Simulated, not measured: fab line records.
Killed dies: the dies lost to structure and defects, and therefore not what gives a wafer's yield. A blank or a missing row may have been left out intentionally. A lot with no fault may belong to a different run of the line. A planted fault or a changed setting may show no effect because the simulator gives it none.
A single fault, viewed from 2 desks | flow sky130 | every desk sees just its own numbers, and what lay behind them comes last

== FROM THE METROLOGY DESK ==
Means of the sampled wafers that have a number, per lot and without regard to the tool the lot ran on: this is what the gauges read. Marked OUT: a lot whose mean sits more than 4 standard deviations from the usual mean, which makes it out of limits; the brackets give that distance.
Columns: A = VIA2_HDPCVD_THK at SKY_VIA2_THK_MEAS_01, usual 1184 nm; B = VIA2_OVL at SKY_VIA2_OVL_MEAS_13, usual -2 nm
lot  | first seen here | A              | B
L101 | day 35 05:14    | 1171           | -2
L103 | day 36 05:01    | 1185           | 0
L106 | day 37 07:03    | 1208           | -3
L107 | day 37 09:50    | 1203           | 2
L110 | day 38 09:13    | 1166           | -6
L111 | day 38 12:34    | 1192           | -5
L112 | day 38 22:29    | 1775 (+42) OUT | 3
L113 | day 39 08:15    | 1764 (+41) OUT | -4
L117 | day 41 01:48    | 1180           | -5
L121 | day 41 16:23    | 1171           | -9
L123 | day 42 00:05    | 1180           | -3
L122 | day 42 03:14    | 1190           | -11
This desk's result: L112, L113 out of limits, first on L112 (VIA2_HDPCVD_THK at SKY_VIA2_THK_MEAS_01), day 38 22:29. L101, L103, L106, L107, L110, L111, L117, L121, L123, L122 stayed within limits.

== THE TOOL OWNER'S DESK: hdpcvd-01 ==
The tool's own readings at SKY_VIA2_HDPCVD_00 (deposits SiO2, target thk 1180 nm, time 196.7 s): means of the sampled wafers that have a number, for each lot that ran on this tool. Marked OUT: a lot whose mean sits more than 4 standard deviations from the usual mean, which makes it out of limits; the brackets give that distance.
Columns: A = sih4-flow-sccm at SKY_VIA2_HDPCVD_00, usual 59.98 sccm
lot  | first seen here | A
L101 | day 35 05:06    | 60.21
L110 | day 38 09:05    | 59.92
L112 | day 38 22:21    | 89.94 (+99 or more) OUT
L113 | day 39 08:06    | 90.12 (+99 or more) OUT
L123 | day 41 23:57    | 60.13
L122 | day 42 03:07    | 60.08
This desk's finding: out of limits on L112, L113; first on L112, day 38 22:21 (sih4-flow-sccm at SKY_VIA2_HDPCVD_00). L101, L110, L123, L122 stayed within limits.

== BROUGHT TOGETHER ==
At day 38 22:21, on L112, L113, the tool owner's desk was in a position to raise an alarm.
The metrology desk could have raised an alarm at day 38 22:29, on L112, L113.
SKY_VIA2_HDPCVD_00 was run on hdpcvd-01 by each of the lots named.

== WHAT THE SIMULATOR PUT IN ==
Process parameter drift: hdpcvd-01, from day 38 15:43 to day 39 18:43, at SKY_VIA2_HDPCVD_00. A move of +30 in setting sih4-flow-sccm, from 60. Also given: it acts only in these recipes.
Struck lots among those shown: L112, L113.
Time in hours from fault onset to the first out-of-limits reading at each desk: tool owner's desk 7, metrology desk 7.
